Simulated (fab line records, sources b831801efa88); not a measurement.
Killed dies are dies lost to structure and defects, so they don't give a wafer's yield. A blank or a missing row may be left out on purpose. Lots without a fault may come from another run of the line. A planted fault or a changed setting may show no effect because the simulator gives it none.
Which tool did it? | flow sky130 | 15 lots, 45 wafers sampled, at 2 steps of a route of 708

WHAT THE GAUGES READ, wafer by wafer
SKY_SPACER_THK_MEAS_01. Usual: SPACER_CVD_00_THK 43.0 nm, standard deviation 0.43.
lot  | measured     | on            | SPACER_CVD_00_THK (nm) | flag
L374 | day 23 15:19 | film_metro-01 | 43.5 43.6 43.5         |
L375 | day 24 11:53 | film_metro-01 | 43.5 43.7 43.6         |
L376 | day 24 14:58 | film_metro-01 | 43.5 43.4 43.2         |
L377 | day 24 20:59 | film_metro-01 | 43.0 42.8 42.8         |
L378 | day 25 04:19 | film_metro-02 | 42.9 43.4 43.0         |
L379 | day 25 12:56 | film_metro-03 | 43.1 42.9 43.3         |
L380 | day 25 18:44 | film_metro-02 | 42.5 42.7 42.5         |
L382 | day 26 14:58 | film_metro-03 | 42.5 41.9 42.3         |
L381 | day 26 16:20 | film_metro-02 | 43.0 43.0 43.1         |
L383 | day 27 00:36 | film_metro-02 | 41.8 42.3 41.9         |
L384 | day 27 07:58 | film_metro-03 | 43.1 43.2 43.0         |
L392 | day 29 23:37 | film_metro-03 | 42.9 43.1 43.5         |
L394 | day 30 18:49 | film_metro-02 | 43.8 43.4 43.8         |
L395 | day 31 01:10 | film_metro-03 | 43.1 43.0 43.0         |
L396 | day 31 05:04 | film_metro-03 | 43.0 43.3 42.8         |

WHICH TOOL RAN EACH LOT (tool, then ch and the chambers of the sampled wafers, then the start)
lot  | SKY_RES_PROTECT_STRIP_07
L374 | plasma_asher-03 ch 0,1, day 15 17:31
L375 | plasma_asher-01 ch 0,1, day 16 15:07
L376 | plasma_asher-03 ch 0,1, day 16 16:34
L377 | plasma_asher-02 ch 0,1, day 16 21:16
L378 | plasma_asher-01 ch 0,1, day 17 05:17
L379 | plasma_asher-02 ch 0,1, day 17 15:29
L380 | plasma_asher-02 ch 0,1, day 17 17:49
L382 | plasma_asher-01 ch 0,1, day 18 19:37
L381 | plasma_asher-01 ch 0,1, day 18 19:46
L383 | plasma_asher-02 ch 0,1, day 19 04:45
L384 | plasma_asher-03 ch 0,1, day 19 12:01
L392 | plasma_asher-02 ch 0,1, day 22 08:31
L394 | plasma_asher-02 ch 0,1, day 23 04:29
L395 | plasma_asher-02 ch 0,1, day 23 12:34
L396 | plasma_asher-01 ch 0, day 23 16:02
- SKY_RES_PROTECT_STRIP_07: strips in O2/N2.

WHAT THE TOOLS THEMSELVES READ (means of the sampled wafers that have a number; where no wafer has one, the mark that the record gives instead)
SKY_RES_PROTECT_STRIP_07. Usual: drypump_motor_current_A 5.7 A, standard deviation 0.41; oes_product_au 0.517 a.u., standard deviation 0.0047; strip_time_to_endpoint_s 23.35 s, standard deviation 0.037.
lot  | tool            | drypump_motor_current_A (A) | oes_product_au (a.u.) | strip_time_to_endpoint_s (s) | flag
L374 | plasma_asher-03 | 6.1                         | 0.519                 | 23.39                        |
L375 | plasma_asher-01 | 5.6                         | 0.517                 | 23.33                        |
L376 | plasma_asher-03 | 6.4                         | 0.515                 | 23.31                        |
L377 | plasma_asher-02 | 5.4                         | 0.516                 | 23.37                        |
L378 | plasma_asher-01 | 5.7                         | 0.518                 | 23.32                        |
L379 | plasma_asher-02 | 5.7                         | 0.519                 | 23.35                        |
L380 | plasma_asher-02 | 5.7                         | 0.518                 | 23.35                        |
L382 | plasma_asher-01 | 5.7                         | 0.513                 | 23.31                        |
L381 | plasma_asher-01 | 5.6                         | 0.517                 | 23.34                        |
L383 | plasma_asher-02 | 5.7                         | 0.514                 | 23.34                        |
L384 | plasma_asher-03 | 6.1                         | 0.512                 | 23.43                        |
L392 | plasma_asher-02 | 5.7                         | 0.515                 | 23.36                        |
L394 | plasma_asher-02 | 5.4                         | 0.517                 | 23.36                        |
L395 | plasma_asher-02 | 5.7                         | 0.512                 | 23.30                        |
L396 | plasma_asher-01 | 5.5                         | 0.518                 | 23.33                        |

THE ANSWER, worked out from the rows above alone
Rule: a lot is off if the mean of its wafers that have a number lies more than 3 standard deviations from the usual mean. A lot without any number at a reading at which 4 lots or more have one is off too. The other lots that the step has rows for count as sound. The gauges are gone through in route order, then the tools' own readings, and for those a lot's mean is taken as printed above. The first step at which some lot is off is used, and at that step the reading that is off furthest; a lot without a number counts as furthest.
No lot is off at any reading shown: from this, nothing can be told.

WHAT THE SIMULATOR HAD PUT IN
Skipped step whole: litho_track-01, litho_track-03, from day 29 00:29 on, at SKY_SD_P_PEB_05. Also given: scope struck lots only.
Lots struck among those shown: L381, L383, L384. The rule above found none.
